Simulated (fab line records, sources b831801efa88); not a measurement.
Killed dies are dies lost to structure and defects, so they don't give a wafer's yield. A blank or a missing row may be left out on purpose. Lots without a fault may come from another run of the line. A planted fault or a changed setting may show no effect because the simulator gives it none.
Which tool did it? | flow sky130 | 14 lots, 42 wafers sampled, at 1 step of a route of 708

WHAT THE GAUGES READ, wafer by wafer
The record holds no reading of a measuring or inspecting step that can be judged against a usual standard deviation.

WHICH TOOL RAN EACH LOT (tool, then ch and the chambers of the sampled wafers, then the start)
lot  | SKY_LOCAL_INTERCONNECT_SPUTTER_00
L706 | pvd_sputter-02, day 30 10:37
L707 | pvd_sputter-04, day 30 15:18
L708 | pvd_sputter-01, day 30 15:37
L710 | pvd_sputter-02, day 30 23:07
L709 | pvd_sputter-01, day 30 23:14
L715 | pvd_sputter-02, day 32 08:34
L718 | pvd_sputter-02, day 33 04:44
L721 | pvd_sputter-04, day 34 06:14
L723 | pvd_sputter-01, day 34 16:53
L724 | pvd_sputter-01, day 34 22:28
L725 | pvd_sputter-01, day 35 09:19
L727 | pvd_sputter-01, day 36 19:25
L728 | pvd_sputter-02, day 36 20:23
L729 | pvd_sputter-01, day 36 23:13
- SKY_LOCAL_INTERCONNECT_SPUTTER_00: material TiN, target thk 100 nm, time 83.3 s.

WHAT THE TOOLS THEMSELVES READ (means of the sampled wafers that have a number; where no wafer has one, the mark that the record gives instead)
SKY_LOCAL_INTERCONNECT_SPUTTER_00.
lot  | tool           | chamber_pressure_pa (Pa) | substrate_temp_c (C) | throttle_valve_pct (%)
L706 | pvd_sputter-02 | 0.3995                   | 299.84               | 30.7
L707 | pvd_sputter-04 | 0.4002                   | 300.17               | 30.1
L708 | pvd_sputter-01 | 0.3999                   | 299.95               | 29.0
L710 | pvd_sputter-02 | 0.3991                   | 299.99               | 30.3
L709 | pvd_sputter-01 | 0.4001                   | 300.00               | 29.1
L715 | pvd_sputter-02 | 0.3836                   | 299.87               | 29.2
L718 | pvd_sputter-02 | 0.3850                   | 299.97               | 29.0
L721 | pvd_sputter-04 | 0.3997                   | 299.94               | 30.8
L723 | pvd_sputter-01 | 0.3996                   | 300.14               | 29.8
L724 | pvd_sputter-01 | 0.4006                   | 299.94               | 29.2
L725 | pvd_sputter-01 | 0.4006                   | 299.86               | 28.7
L727 | pvd_sputter-01 | 0.3998                   | 300.08               | 30.0
L728 | pvd_sputter-02 | 0.4000                   | 299.73               | 28.8
L729 | pvd_sputter-01 | 0.3998                   | 300.00               | 29.9

THE ANSWER, worked out from the rows above alone
Rule: what is usual is taken from the lots themselves. Put in order of their means at a reading, lots are off if they are a third of the lots or fewer, leave a main group of 4 or more, and stand apart from it by a gap of 3 or more times the standard deviation of the main group's means; of several such gaps the widest counts. A main group whose means are all the same, to the digits that the tables above print for the reading, isn't used. A lot without any number at a reading at which 4 lots or more have one is off too. The other lots that the step has rows for count as sound. The gauges are gone through in route order, then the tools' own readings, and for those a lot's mean is taken as printed above. The first step at which some lot is off is used, and at that step the reading that is off furthest; a lot without a number counts as furthest.
Off: L715, L718, at SKY_LOCAL_INTERCONNECT_SPUTTER_00 (chamber_pressure_pa). The main group: mean 0.3999 Pa, standard deviation 0.00042.
A tool fits if, at that step or a process step before it, it ran every lot that is off, and no sound lot after the first of them. None of those tried fits.

WHAT THE SIMULATOR HAD PUT IN
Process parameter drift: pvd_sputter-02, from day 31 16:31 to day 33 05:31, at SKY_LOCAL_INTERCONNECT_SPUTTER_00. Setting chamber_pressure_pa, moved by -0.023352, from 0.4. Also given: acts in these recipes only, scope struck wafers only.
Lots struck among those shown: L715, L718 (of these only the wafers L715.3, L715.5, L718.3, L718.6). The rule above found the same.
